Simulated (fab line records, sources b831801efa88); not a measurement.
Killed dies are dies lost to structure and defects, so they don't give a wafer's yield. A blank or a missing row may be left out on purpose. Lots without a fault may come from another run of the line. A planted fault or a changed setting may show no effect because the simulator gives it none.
Chamber matching | flow sky130 | SKY_SPACER_ETCHBACK_02 on rie_diel-03: 4 sister chambers
The step etches Si3N4 in CH3F/O2, stops on SiO2, time 46.7 s, target depth 45 nm. 4 wafers are shown with their chamber, then 7 later ones without.

WAFERS WITH THEIR CHAMBER
wafer  | chamber | chamber_pressure_mTorr (mTorr)
L950.4 | 1       | 25.017
L950.5 | 2       | 24.990
L952.1 | 0       | 24.965
L952.3 | 3       | 24.974

WAFERS WITHOUT THEIR CHAMBER
wafer  | chamber_pressure_mTorr (mTorr)
L952.5 | 24.979
L954.2 | 25.043
L954.3 | 25.033
L954.6 | 24.972
L957.2 | 25.024
L957.4 | 24.999
L957.6 | 25.014

WHICH CHAMBER EACH WENT THROUGH
wafer  | from the rows above               | in truth
L952.5 | can't be placed: 3 or 2 or 0      | 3
L954.2 | 1                                 | 1
L954.3 | 1                                 | 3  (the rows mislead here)
L954.6 | can't be placed: 3 or 0 or 2      | 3
L957.2 | 1                                 | 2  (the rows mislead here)
L957.4 | can't be placed: 2 or 1 or 3 or 0 | 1
L957.6 | can't be placed: 1 or 2           | 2
Placed correctly: 1 of 7. Can't be placed from these rows: 4 (the true chamber is among the candidates in 4). Placed wrongly: 2.
How it was worked out, from the rows above alone: a wafer's distance from a chamber is the root of the sum, over the readings, of the square of ((its reading less the chamber's mean) divided by the reading's scatter). The wafer belongs to the nearest chamber; if the next one is less than 2 further off, it can't be placed. A chamber's mean is the mean of its shown wafers. The scatter: with one shown wafer a chamber, the root of the mean of the squares of how far each hidden wafer lies from its nearest shown one.
